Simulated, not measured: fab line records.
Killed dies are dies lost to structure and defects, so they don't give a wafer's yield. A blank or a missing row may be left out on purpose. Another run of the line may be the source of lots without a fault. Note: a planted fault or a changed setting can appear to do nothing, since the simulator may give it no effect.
Matching of chambers + flow gf180mcu + GF_V5_ETCH_16 on rieDiel-01 has 4 sister chambers
The step etches BARC in N2/H2. 8 wafers are shown with their chamber, then 12 later ones without.

WAFERS WITH THEIR CHAMBER
| wafer  | chamber | drypumpMotorCurrentA (A) | oesProductAu (a.u.) |
|--------|---------|--------------------------|---------------------|
| L080.1 | 0       | 5.9                      | 0.852               |
| L087.2 | 2       | 5.6                      | 0.850               |
| L087.4 | 3       | 5.4                      | 0.857               |
| L092.2 | 0       | 5.9                      | 0.860               |
| L092.3 | 2       | 5.5                      | 0.857               |
| L093.2 | 3       | 5.4                      | 0.858               |
| L093.4 | 1       | 6.2                      | 0.853               |
| L093.5 | 1       | 6.2                      | 0.848               |

WAFERS MISSING THEIR CHAMBER
| wafer  | drypumpMotorCurrentA (A) | oesProductAu (a.u.) |
|--------|--------------------------|---------------------|
| L095.2 | 5.4                      | 0.850               |
| L095.4 | 5.5                      | 0.856               |
| L095.6 | 5.9                      | 0.864               |
| L094.1 | 5.9                      | 0.855               |
| L094.2 | 6.3                      | 0.854               |
| L094.3 | 5.6                      | 0.854               |
| L096.2 | 6.2                      | 0.853               |
| L096.3 | 5.9                      | 0.858               |
| L096.5 | 5.4                      | 0.851               |
| L097.1 | 5.4                      | 0.852               |
| L097.3 | 5.9                      | 0.854               |
| L097.5 | 6.2                      | 0.858               |

WHICH CHAMBER EACH ONE RAN IN
| wafer  | from the rows above     | in truth |
|--------|-------------------------|----------|
| L095.2 | 3                       | 3        |
| L095.4 | can't be placed: 2 or 3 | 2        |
| L095.6 | 0                       | 0        |
| L094.1 | 0                       | 0        |
| L094.2 | 1                       | 1        |
| L094.3 | 2                       | 2        |
| L096.2 | 1                       | 1        |
| L096.3 | 0                       | 0        |
| L096.5 | 3                       | 3        |
| L097.1 | 3                       | 3        |
| L097.3 | 0                       | 0        |
| L097.5 | 1                       | 1        |
Correct placement for 11 of the 12. From these rows, 1 cannot be placed; in 1 the true chamber is one of the candidates. Placed wrongly: 0.
How it was worked out, from the rows above alone: a wafer's distance from a chamber is the root of the sum, over the readings, of the square of ((its reading less the chamber's mean) divided by the reading's scatter). If the next closest chamber is less than 2 further off than the closest, the wafer can't be placed; otherwise it belongs to the closest. For every chamber, the mean is computed from those of its wafers that are shown. The scatter is the square root of a quotient: the sum, over the shown wafers, of each reading's squared deviation from its chamber's mean, divided by wafers minus chambers.
